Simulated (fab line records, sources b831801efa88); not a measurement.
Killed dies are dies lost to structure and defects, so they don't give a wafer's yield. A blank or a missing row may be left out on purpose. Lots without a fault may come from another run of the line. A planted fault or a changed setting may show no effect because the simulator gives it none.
Which tool did it? | flow sky130 | 24 lots, 72 wafers sampled, at 6 steps of a route of 708

WHAT THE GAUGES READ, wafer by wafer
SKY_METAL1_OVL_MEAS_16.
lot  | measured     | on         | METAL1_OVL (nm)
L074 | day 32 18:20 | overlay-01 | 3 9 9
L075 | day 33 02:02 | overlay-02 | -6 -1 -9
L076 | day 34 10:17 | overlay-02 | 5 8 2
L077 | day 34 13:37 | overlay-02 | -8 -3 0
L079 | day 34 15:56 | overlay-02 | 0 3 -2
L080 | day 34 17:01 | overlay-02 | -2 -5 -3
L078 | day 34 17:02 | overlay-01 | -1 -4 -6
L081 | day 34 21:08 | overlay-01 | -1 4 4
L082 | day 35 08:46 | overlay-01 | -1 -3 -5
L083 | day 35 17:47 | overlay-01 | -8 2 -8
L085 | day 36 05:53 | overlay-02 | 0 -6 -3
L084 | day 36 06:44 | overlay-02 | -1 -3 0
L086 | day 36 18:17 | overlay-01 | 0 6 3
L089 | day 38 01:02 | overlay-01 | -12 -6 -7
L087 | day 38 02:11 | overlay-01 | -4 1 -8
L088 | day 38 02:37 | overlay-01 | -13 -11 -10
L090 | day 38 05:10 | overlay-01 | -10 -8 -8
L091 | day 38 08:10 | overlay-01 | -5 -5 -3
L092 | day 38 11:32 | overlay-02 | 7 1 1
L093 | day 38 13:58 | overlay-01 | -6 -4 0
L094 | day 38 23:50 | overlay-01 | 4 2 1
L095 | day 39 08:29 | overlay-02 | -3 -2 -6
L096 | day 39 11:54 | overlay-01 | -1 0 -5
L097 | day 39 16:20 | overlay-02 | -3 0 -2

SKY_VIA1_OVL_MEAS_13.
lot  | measured     | on         | VIA1_OVL (nm)
L074 | day 33 22:17 | overlay-02 | 4 7 8
L075 | day 34 06:01 | overlay-01 | -2 -7 -3
L076 | day 35 14:37 | overlay-01 | -1 -4 -8
L077 | day 35 17:26 | overlay-02 | 1 3 1
L079 | day 35 19:36 | overlay-01 | 7 0 5
L080 | day 35 21:13 | overlay-01 | -4 -9 -8
L078 | day 35 19:57 | overlay-01 | -6 -4 -8
L081 | day 36 01:34 | overlay-02 | 3 0 4
L082 | day 36 12:55 | overlay-02 | -2 7 2
L083 | day 36 21:11 | overlay-01 | -1 1 3
L085 | day 37 08:41 | overlay-02 | -1 3 -2
L084 | day 37 09:55 | overlay-02 | -7 -3 -8
L086 | day 37 22:28 | overlay-01 | -1 2 -9
L089 | day 39 03:50 | overlay-02 | 10 8 8
L087 | day 39 04:46 | overlay-02 | -6 -7 -3
L088 | day 39 05:13 | overlay-02 | -7 -1 1
L090 | day 39 07:50 | overlay-01 | 9 3 2
L091 | day 39 09:53 | overlay-01 | -7 -4 -11
L092 | day 39 12:53 | overlay-02 | -9 1 -6
L093 | day 39 14:25 | overlay-01 | 4 0 -7
L094 | day 40 05:43 | overlay-01 | 3 2 -1
L095 | day 40 10:34 | overlay-02 | 2 5 2
L096 | day 40 13:45 | overlay-02 | -1 -6 -4
L097 | day 40 17:31 | overlay-02 | -2 -7 -2

WHICH TOOL RAN EACH LOT (tool, then ch and the chambers of the sampled wafers, then the start)
lot  | SKY_LI_CONTACT_ETCH_14             | SKY_CONTACT_ETCH_18                           | SKY_CONTACT_SPUTTER_23       | SKY_CONTACT_CMP_27
L074 | rie_diel-04 ch 1,2,3, day 29 02:20 | rie_diel-02 ch 0,1, day 31 13:50 or earlier   | pvd_sputter-04, day 31 13:50 | cmp-01 ch 0,2,3, day 31 14:18
L075 | rie_diel-02 ch 0,2,3, day 29 11:48 | rie_diel-01 ch 0,1,3, day 31 22:24 or earlier | pvd_sputter-04, day 31 22:24 | cmp-01 ch 0,2,3, day 31 22:51
L076 | rie_diel-04 ch 1,3, day 30 20:12   | rie_diel-02 ch 0,1,2, day 33 06:15 or earlier | pvd_sputter-03, day 33 06:15 | cmp-01 ch 0,2, day 33 06:39
L077 | rie_diel-04 ch 0,1, day 30 22:25   | rie_diel-02 ch 2,3, day 33 10:25 or earlier   | pvd_sputter-03, day 33 10:25 | cmp-01 ch 1,2,3, day 33 10:46
L079 | rie_diel-02 ch 1,2,3, day 31 00:46 | rie_diel-01 ch 1,2,3, day 33 11:04 or earlier | pvd_sputter-04, day 33 11:04 | cmp-02 ch 0,2,3, day 33 11:29
L080 | rie_diel-03 ch 1,3, day 31 00:54   | rie_diel-02 ch 1,2,3, day 33 12:19 or earlier | pvd_sputter-03, day 33 12:19 | cmp-01 ch 0,3, day 33 12:40
L078 | rie_diel-04 ch 1,2,3, day 31 01:08 | rie_diel-01 ch 2,3, day 33 13:07 or earlier   | pvd_sputter-04, day 33 13:07 | cmp-01 ch 0,2,3, day 33 13:28
L081 | rie_diel-03 ch 0,2,3, day 31 07:34 | rie_diel-03 ch 1,2,3, day 33 16:44 or earlier | pvd_sputter-04, day 33 16:44 | cmp-02 ch 0,1,2, day 33 17:05
L082 | rie_diel-02 ch 0,3, day 31 19:10   | rie_diel-03 ch 2,3, day 34 04:16 or earlier   | pvd_sputter-03, day 34 04:16 | cmp-01 ch 0,3, day 34 04:40
L083 | rie_diel-04 ch 0,3, day 32 03:47   | rie_diel-02 ch 2,3, day 34 14:20 or earlier   | pvd_sputter-02, day 34 14:20 | cmp-01 ch 0,1,3, day 34 15:05
L085 | rie_diel-04 ch 0,1,3, day 32 16:19 | rie_diel-01 ch 0,1,3, day 35 02:29 or earlier | pvd_sputter-03, day 35 02:29 | cmp-02 ch 0,3, day 35 02:53
L084 | rie_diel-03 ch 1,2,3, day 32 16:40 | rie_diel-02 ch 0,2,3, day 35 03:22 or earlier | pvd_sputter-03, day 35 03:22 | cmp-01 ch 0,1, day 35 03:46
L086 | rie_diel-03 ch 0,1,3, day 33 05:24 | rie_diel-03 ch 0,1,3, day 35 15:09 or earlier | pvd_sputter-04, day 35 15:09 | cmp-01 ch 0,2,3, day 35 15:30
L089 | rie_diel-03 ch 0,2,3, day 34 14:13 | rie_diel-03 ch 0,2,3, day 36 21:57 or earlier | pvd_sputter-04, day 36 21:57 | cmp-02 ch 1,2,3, day 36 22:32
L087 | rie_diel-02 ch 0,1,2, day 34 15:37 | rie_diel-01 ch 0,1,2, day 36 23:06 or earlier | pvd_sputter-04, day 36 23:06 | cmp-02 ch 0,1,2, day 36 23:27
L088 | rie_diel-04 ch 0,1,2, day 34 16:49 | rie_diel-02 ch 0,2,3, day 36 23:22 or earlier | pvd_sputter-02, day 36 23:22 | cmp-02 ch 0,2,3, day 36 23:45
L090 | rie_diel-04 ch 0,1,2, day 34 18:18 | rie_diel-03 ch 0,1,3, day 37 02:13 or earlier | pvd_sputter-04, day 37 02:13 | cmp-02 ch 0,2,3, day 37 02:34
L091 | rie_diel-04 ch 1,2, day 34 21:05   | rie_diel-01 ch 1,2, day 37 05:17 or earlier   | pvd_sputter-03, day 37 05:17 | cmp-02 ch 1,2, day 37 05:38
L092 | rie_diel-02 ch 1,3, day 35 01:17   | rie_diel-01 ch 1,2, day 37 09:07 or earlier   | pvd_sputter-02, day 37 09:07 | cmp-02 ch 0,1, day 37 09:29
L093 | rie_diel-04 ch 1,2, day 35 03:46   | rie_diel-03 ch 0,1,3, day 37 11:52 or earlier | pvd_sputter-03, day 37 11:52 | cmp-02 ch 1,2, day 37 12:14
L094 | rie_diel-02 ch 0,1, day 35 12:35   | rie_diel-03 ch 1,2,3, day 37 22:01 or earlier | pvd_sputter-03, day 37 22:01 | cmp-02 ch 0,2,3, day 37 22:25
L095 | rie_diel-03 ch 2,3, day 35 23:09   | rie_diel-02 ch 0,2, day 38 06:38 or earlier   | pvd_sputter-04, day 38 06:38 | cmp-02 ch 0,1,3, day 38 06:59
L096 | rie_diel-04 ch 0,1,3, day 36 03:40 | rie_diel-01 ch 0,1,2, day 38 10:17 or earlier | pvd_sputter-02, day 38 10:17 | cmp-02 ch 2,3, day 38 10:41
L097 | rie_diel-03 ch 0,1,3, day 36 08:15 | rie_diel-03 ch 1,2,3, day 38 16:30 or earlier | pvd_sputter-04, day 38 16:30 | cmp-02 ch 0,1,3, day 38 16:54
- SKY_LI_CONTACT_ETCH_14: etches BARC in N2/H2, stops on SiO2, time 45.9 s, target depth 60 nm.
- SKY_CONTACT_ETCH_18: etches Si3N4 in CHF3/O2, stops on TiN, time 39 s, target depth 75 nm.
- SKY_CONTACT_SPUTTER_23: material TiN, target thk 20 nm, time 80 s.
- SKY_CONTACT_CMP_27: polishes, stops on SiO2, t overpolish 15 s, target thk 0 nm.

WHAT THE TOOLS THEMSELVES READ (means of the sampled wafers that have a number; where no wafer has one, the mark that the record gives instead)
SKY_LI_CONTACT_ETCH_14.
lot  | tool        | chamber_pressure_mTorr (mTorr) | drypump_motor_current_A (A) | oes_product_au (a.u.) | throttle_valve_pct (%)
L074 | rie_diel-04 | 29.994                         | 6.1                         | 0.857                 | 13.226
L075 | rie_diel-02 | 30.010                         | 5.7                         | 0.858                 | 13.226
L076 | rie_diel-04 | 29.999                         | 6.3                         | 0.855                 | 13.221
L077 | rie_diel-04 | 30.013                         | 5.4                         | 0.858                 | 13.232
L079 | rie_diel-02 | 29.980                         | 5.8                         | 0.851                 | 13.225
L080 | rie_diel-03 | 29.984                         | 5.5                         | 0.850                 | 13.224
L078 | rie_diel-04 | 30.023                         | 6.1                         | 0.854                 | 13.224
L081 | rie_diel-03 | 29.979                         | 6.3                         | 0.856                 | 13.226
L082 | rie_diel-02 | 30.006                         | 5.8                         | 0.850                 | 13.221
L083 | rie_diel-04 | 30.002                         | 6.0                         | 0.856                 | 13.224
L085 | rie_diel-04 | 29.987                         | 5.8                         | 0.855                 | 13.215
L084 | rie_diel-03 | 30.000                         | 5.9                         | 0.855                 | 13.228
L086 | rie_diel-03 | 30.002                         | 6.0                         | 0.853                 | 13.225
L089 | rie_diel-03 | 29.987                         | 6.4                         | 0.856                 | 13.237
L087 | rie_diel-02 | 30.002                         | 5.8                         | 0.852                 | 13.228
L088 | rie_diel-04 | 29.998                         | 5.6                         | 0.851                 | 13.231
L090 | rie_diel-04 | 30.002                         | 5.6                         | 0.853                 | 13.219
L091 | rie_diel-04 | 29.986                         | 5.9                         | 0.850                 | 13.221
L092 | rie_diel-02 | 29.998                         | 5.9                         | 0.851                 | 13.229
L093 | rie_diel-04 | 29.999                         | 5.9                         | 0.861                 | 13.227
L094 | rie_diel-02 | 30.019                         | 6.0                         | 0.853                 | 13.234
L095 | rie_diel-03 | 30.006                         | 6.3                         | 0.855                 | 13.225
L096 | rie_diel-04 | 30.006                         | 5.8                         | 0.852                 | 13.223
L097 | rie_diel-03 | 29.980                         | 6.0                         | 0.854                 | 13.221

SKY_CONTACT_ETCH_18.
lot  | tool        | chamber_pressure_mTorr (mTorr) | drypump_motor_current_A (A) | oes_product_au (a.u.) | throttle_valve_pct (%)
L074 | rie_diel-02 | 39.97                          | 5.9                         | 0.853                 | 8.791
L075 | rie_diel-01 | 39.98                          | 5.7                         | 0.859                 | 8.793
L076 | rie_diel-02 | 39.99                          | 5.8                         | 0.846                 | 8.791
L077 | rie_diel-02 | 40.03                          | 5.7                         | 0.854                 | 8.789
L079 | rie_diel-01 | 39.98                          | 5.8                         | 0.857                 | 8.784
L080 | rie_diel-02 | 40.01                          | 5.8                         | 0.864                 | 8.794
L078 | rie_diel-01 | 39.99                          | 6.0                         | 0.853                 | 8.793
L081 | rie_diel-03 | 40.04                          | 5.9                         | 0.850                 | 8.791
L082 | rie_diel-03 | 39.98                          | 6.3                         | 0.849                 | 8.780
L083 | rie_diel-02 | 40.04                          | 5.7                         | 0.863                 | 8.800
L085 | rie_diel-01 | 40.00                          | 5.7                         | 0.860                 | 8.795
L084 | rie_diel-02 | 40.00                          | 5.7                         | 0.853                 | 8.787
L086 | rie_diel-03 | 40.00                          | 5.9                         | 0.851                 | 8.798
L089 | rie_diel-03 | 40.02                          | 6.4                         | 0.860                 | 8.796
L087 | rie_diel-01 | 40.00                          | 5.7                         | 0.852                 | 8.792
L088 | rie_diel-02 | 39.99                          | 5.7                         | 0.857                 | 8.788
L090 | rie_diel-03 | 40.01                          | 5.9                         | 0.864                 | 8.798
L091 | rie_diel-01 | 40.01                          | 5.6                         | 0.859                 | 8.804
L092 | rie_diel-01 | 40.01                          | 5.7                         | 0.861                 | 8.796
L093 | rie_diel-03 | 39.97                          | 6.0                         | 0.849                 | 8.795
L094 | rie_diel-03 | 40.00                          | 5.9                         | 0.860                 | 8.789
L095 | rie_diel-02 | 39.98                          | 5.7                         | 0.854                 | 8.796
L096 | rie_diel-01 | 40.01                          | 5.7                         | 0.856                 | 8.797
L097 | rie_diel-03 | 39.99                          | 5.9                         | 0.856                 | 8.794

SKY_CONTACT_SPUTTER_23.
lot  | tool           | throttle_valve_pct (%)
L074 | pvd_sputter-04 | 29.8
L075 | pvd_sputter-04 | 29.8
L076 | pvd_sputter-03 | 31.6
L077 | pvd_sputter-03 | 30.8
L079 | pvd_sputter-04 | 29.5
L080 | pvd_sputter-03 | 30.3
L078 | pvd_sputter-04 | 29.6
L081 | pvd_sputter-04 | 29.5
L082 | pvd_sputter-03 | 30.8
L083 | pvd_sputter-02 | 30.9
L085 | pvd_sputter-03 | 31.1
L084 | pvd_sputter-03 | 30.4
L086 | pvd_sputter-04 | 29.6
L089 | pvd_sputter-04 | 29.6
L087 | pvd_sputter-04 | 29.9
L088 | pvd_sputter-02 | 30.9
L090 | pvd_sputter-04 | 29.6
L091 | pvd_sputter-03 | 31.1
L092 | pvd_sputter-02 | 31.4
L093 | pvd_sputter-03 | 30.1
L094 | pvd_sputter-03 | 30.2
L095 | pvd_sputter-04 | 29.2
L096 | pvd_sputter-02 | 30.0
L097 | pvd_sputter-04 | 29.7

SKY_CONTACT_CMP_27.
lot  | tool   | motor_current_A (A) | overpolish_run_s (s) | slurry_flow_ml_min | time_to_endpoint_s (s)
L074 | cmp-01 | 12.1                | 15.006               | 149.9              | 84
L075 | cmp-01 | 11.8                | 14.995               | 150.1              | 82
L076 | cmp-01 | 11.8                | 14.999               | 150.1              | 78
L077 | cmp-01 | 11.6                | 14.995               | 150.2              | 78
L079 | cmp-02 | 10.9                | 14.998               | 150.2              | 85
L080 | cmp-01 | 11.8                | 14.999               | 149.6              | 82
L078 | cmp-01 | 12.0                | 15.005               | 149.8              | 81
L081 | cmp-02 | 10.4                | 14.997               | 150.2              | 81
L082 | cmp-01 | 12.1                | 15.002               | 150.0              | 78
L083 | cmp-01 | 12.0                | 14.995               | 149.9              | 79
L085 | cmp-02 | 10.5                | 14.999               | 150.2              | 83
L084 | cmp-01 | 12.4                | 14.998               | 149.7              | 81
L086 | cmp-01 | 12.3                | 14.997               | 149.9              | 82
L089 | cmp-02 | 9.8                 | 15.006               | 149.8              | 86
L087 | cmp-02 | 10.3                | 14.992               | 150.2              | 82
L088 | cmp-02 | 10.7                | 14.998               | 150.1              | 84
L090 | cmp-02 | 10.6                | 14.997               | 150.2              | 85
L091 | cmp-02 | 9.4                 | 15.000               | 150.0              | 88
L092 | cmp-02 | 10.4                | 14.998               | 150.4              | 83
L093 | cmp-02 | 9.3                 | 15.011               | 150.5              | 86
L094 | cmp-02 | 11.0                | 14.994               | 150.6              | 83
L095 | cmp-02 | 9.9                 | 14.993               | 150.0              | 84
L096 | cmp-02 | 10.5                | 14.993               | 149.9              | 85
L097 | cmp-02 | 9.9                 | 15.006               | 149.4              | 80

THE ANSWER, worked out from the rows above alone
Rule: what is usual is taken from the lots themselves. Put in order of their means at a reading, lots are off if they are a third of the lots or fewer, leave a main group of 4 or more, and stand apart from it by a gap of 3 or more times the standard deviation of the main group's means; of several such gaps the widest counts. A main group whose means are all the same, to the digits that the tables above print for the reading, isn't used. A lot without any number at a reading at which 4 lots or more have one is off too. The other lots that the step has rows for count as sound. The gauges are gone through in route order, then the tools' own readings, and for those a lot's mean is taken as printed above. The first step at which some lot is off is used, and at that step the reading that is off furthest; a lot without a number counts as furthest.
No lot is off at any reading shown: from this, nothing can be told.

WHAT THE SIMULATOR HAD PUT IN
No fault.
